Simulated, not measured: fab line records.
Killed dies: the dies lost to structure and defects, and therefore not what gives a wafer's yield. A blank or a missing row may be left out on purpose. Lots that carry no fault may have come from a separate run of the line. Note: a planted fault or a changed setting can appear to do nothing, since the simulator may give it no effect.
Check for tools in common	flow sky130	13 lots, 39 wafers sampled

== REASON FOR OPENING ==
1 of 13 lots carry a flag on the reading SONOS_ONO_CVD_02_THK at SKY_SONOS_ONO_THK_MEAS_03. No-fault wafers: 10.55 nm, standard deviation 0.17.
Rule: flag the lot when none of its wafers has a number, or when each of its wafers that has one lies beyond 4 standard deviations from that mean. The rest of the lots are taken to be sound.

lot	measured	on	SONOS_ONO_CVD_02_THK (nm), wafer by wafer	flag
L432	day 11 15:16	filmMetro-02	10.51 10.43 10.46	
L433	day 11 15:17	filmMetro-01	10.40 10.38 10.39	
L435	day 12 07:49	filmMetro-01	10.56 10.64 10.69	
L434	day 12 07:50	filmMetro-04	10.44 10.44 10.41	
L436	day 12 16:12	filmMetro-01	10.56 10.71 10.59	
L437	day 13 02:29	filmMetro-04	10.60 10.60 10.64	
L438	day 13 09:08	filmMetro-02	10.57 10.58 10.42	
L439	day 13 15:34	filmMetro-01	10.57 10.40 10.43	
L440	day 14 10:15	filmMetro-02	10.81 10.52 10.63	
L444	day 15 10:17	filmMetro-01	13.50 13.46 13.48	FLAGGED
L453	day 18 07:00	filmMetro-01	10.10 10.13 10.21	
L454	day 18 18:52	filmMetro-04	10.64 10.62 10.59	
L455	day 19 00:13	filmMetro-01	10.59 10.60 10.53	
The numbers of the flagged lots are 13.48 nm on average: +2.93 nm against the usual, or +17 standard deviations.

== EACH LOT AND THE TOOL IT RAN ON ==
2 process steps preceding the reading are held in the record, out of 708 steps in the route. Cell contents, in order: the tool; ch with the chambers the sampled wafers went through; the start.
lot	flag	SKY_NWELL_RTA_28	SKY_SONOS_ONO_CVD_02
L432		rtpAnneal-02 ch 0, day 5 08:58	lpcvd-02 ch 1, day 11 14:13
L433		rtpAnneal-01 ch 0, day 5 12:26	lpcvd-02 ch 1, day 11 14:13
L435		rtpAnneal-01 ch 0, day 6 00:13	lpcvd-02 ch 0, day 12 06:46
L434		rtpAnneal-01 ch 0, day 5 19:00	lpcvd-02 ch 1, day 12 06:46
L436		rtpAnneal-01 ch 0, day 6 09:38	lpcvd-02 ch 0, day 12 15:09
L437		rtpAnneal-02 ch 0, day 6 11:11	lpcvd-02 ch 1, day 13 01:26
L438		rtpAnneal-01 ch 0, day 6 21:03	lpcvd-02 ch 1, day 13 08:04
L439		rtpAnneal-01 ch 0, day 7 03:32	lpcvd-02 ch 0, day 13 14:31
L440		rtpAnneal-01 ch 0, day 7 11:53	lpcvd-02 ch 0, day 14 09:12
L444	FLAGGED	rtpAnneal-01 ch 0, day 8 14:09	lpcvd-02 ch 0, day 15 09:14
L453		rtpAnneal-01 ch 0, day 10 12:26	lpcvd-02 ch 0, day 18 05:57
L454		rtpAnneal-02 ch 0, day 10 13:43	lpcvd-02 ch 0, day 18 17:49
L455		rtpAnneal-01 ch 0, day 11 00:50	lpcvd-02 ch 1, day 18 23:09
These steps, and what they do:
- SKY_NWELL_RTA_28: time 30 s.
- SKY_SONOS_ONO_CVD_02: deposits Si3N4 from DCS/NH3, target thk 10.5 nm, time 180 s.
- SKY_SONOS_ONO_THK_MEAS_03

== FLAGGED OVER TOTAL, TOOL BY TOOL (the gauges that took the reading come last) ==
step	tool	lots run	flagged	share of the flagged lots	sound lots run after its first flagged lot
SKY_NWELL_RTA_28	rtpAnneal-01	10	1	all	2 (L453,L455)
SKY_NWELL_RTA_28	rtpAnneal-02	3	0	none	-
SKY_SONOS_ONO_CVD_02	lpcvd-02	13	1	all	3 (L453,L454,L455)
SKY_SONOS_ONO_THK_MEAS_03	filmMetro-01	7	1	all	2 (L453,L455)
SKY_SONOS_ONO_THK_MEAS_03	filmMetro-02	3	0	none	-
SKY_SONOS_ONO_THK_MEAS_03	filmMetro-04	3	0	none	-

== WHAT THE TABLE PERMITS ==
Every flagged lot was run by 3 rows of the table: rtpAnneal-01 at SKY_NWELL_RTA_28, lpcvd-02 at SKY_SONOS_ONO_CVD_02 and filmMetro-01 at SKY_SONOS_ONO_THK_MEAS_03.
- rtpAnneal-01 at SKY_NWELL_RTA_28 ran 10 lots, 1 of them flagged. Sound lots followed the first flagged one (L453, L455) on it, something a lasting fault affecting the whole tool could not allow.
- lpcvd-02 at SKY_SONOS_ONO_CVD_02 ran 13 lots, 1 of them flagged. Sound lots followed the first flagged one (L453, L454, L455) on it, something a lasting fault affecting the whole tool could not allow.
- filmMetro-01 at SKY_SONOS_ONO_THK_MEAS_03 ran 7 lots, 1 of them flagged. Sound lots followed the first flagged one (L453, L455) on it, something a lasting fault affecting the whole tool could not allow.
There is no row in the table that ran each flagged lot and no sound lot after the first.

== WHAT WAS PUT IN BY THE SIMULATOR ==
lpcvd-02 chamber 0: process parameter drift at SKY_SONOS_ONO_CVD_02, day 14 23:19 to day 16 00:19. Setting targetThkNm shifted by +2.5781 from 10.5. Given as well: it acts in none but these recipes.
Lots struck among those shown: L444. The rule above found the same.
